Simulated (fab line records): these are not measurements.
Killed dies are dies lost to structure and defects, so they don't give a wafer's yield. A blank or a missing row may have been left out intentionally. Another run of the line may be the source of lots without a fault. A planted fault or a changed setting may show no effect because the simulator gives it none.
A lot that was struck, set against a sound lot    flow sky130    14 out of 708 route steps
Sound: the wafers L700.2, L700.3, L700.5. Wafers struck: L713.2, L713.3, L713.6. The cause is named last.
Per side, at each step with rows, come the tool, then ch with its chambers, and then its first start. Under that, the readings that differ: sound wafers    struck wafers    difference of the means    sigmas: that difference in standard deviations of wafers without a fault.
alike: same words and numbers on both sides, and readings whose means sit less than 2 such deviations apart. not compared: any withheld reading, any reading some wafer has no value for, any bound like >300 that may hide the same value, and any number with overlapping values for which the record gives no deviation.
The two part at a step that has a row with sigmas, a row that says differs or no value, or rows on one side only. Non-overlapping numbers with no deviation appear without sigmas and do not part them. A reading that every wafer of one side lacks parts them only if that side has two wafers or more.

first, 3 steps without rows for these wafers: SKY_FIELD_ISO_CLEAN_20 (cleans in dHF, time 20 s); SKY_FIELD_ISO_WET_ETCH_21 (etches SiO2 in dHF, target depth 20 nm, time 400 s); SKY_FIELD_ISO_OXIDATION_22 (stabilise 600 s, purge 300 s, target thk 10 nm).
SKY_FIELD_ISO_THK_MEAS_23:
  sound: film_metro-01 at day 3 09:37; struck: film_metro-01 at day 6 06:04
  alike: FIELD_ISO_OXIDATION_01_THK
then, 1 step without rows for these wafers: SKY_FIELD_ISO_CVD_24 (deposits SiO2, target thk 595 nm, time 99.2 s).
SKY_FIELD_ISO_THK_MEAS_25:
  sound: film_metro-02 at day 3 09:45; struck: film_metro-02 at day 6 06:11
  alike: FIELD_ISO_CVD_24_THK
then, 1 step without rows for these wafers: SKY_FIELD_ISO_ANNEAL_26 (time 1800 s).
SKY_FIELD_ISO_CMP_27: polishes, stops on Si3N4, t overpolish 16 s, target thk 457.8 nm.
  sound on cmp-01 ch 0,2,3, day 3 11:21; struck on cmp-02 ch 1,2, day 6 07:44
  alike: motor_current_A, overpolish_run_s, platen_rpm, time_to_endpoint_s
then, 4 steps without rows for these wafers: SKY_FIELD_ISO_WET_ETCH_28 (etches SiO2 in dHF, target depth 23.7 nm, time 47 s); SKY_FIELD_ISO_WET_ETCH_29 (etches Si3N4 in H3PO4, target depth 160 nm, time 1825 s); SKY_FIELD_ISO_WET_ETCH_30 (etches SiO2 in dHF, target depth 25 nm, time 50 s); SKY_NWELL_CLEAN_00 (cleans in SC1/SC2, time 150 s).
SKY_NWELL_OXIDATION_01: stabilise 600 s, purge 300 s, target thk 10 nm.
  struck on furnace-02, day 6 11:33; sound on furnace-01 ch 0, day 3 13:33
  no value came back on the struck wafers for any of 7 readings (ox_temp_c (C), ox_temp_c_max and others); on the sound wafers ox_temp_c (C) reads 900.1 900.6 900.0
then, 1 step without rows for these wafers: SKY_DNWELL_DEHYDRATE_00 (time 60 s).

## WHERE THEY PART
At SKY_NWELL_OXIDATION_01 and nowhere else, as far as this record goes.

WHY: the cause the simulator had injected
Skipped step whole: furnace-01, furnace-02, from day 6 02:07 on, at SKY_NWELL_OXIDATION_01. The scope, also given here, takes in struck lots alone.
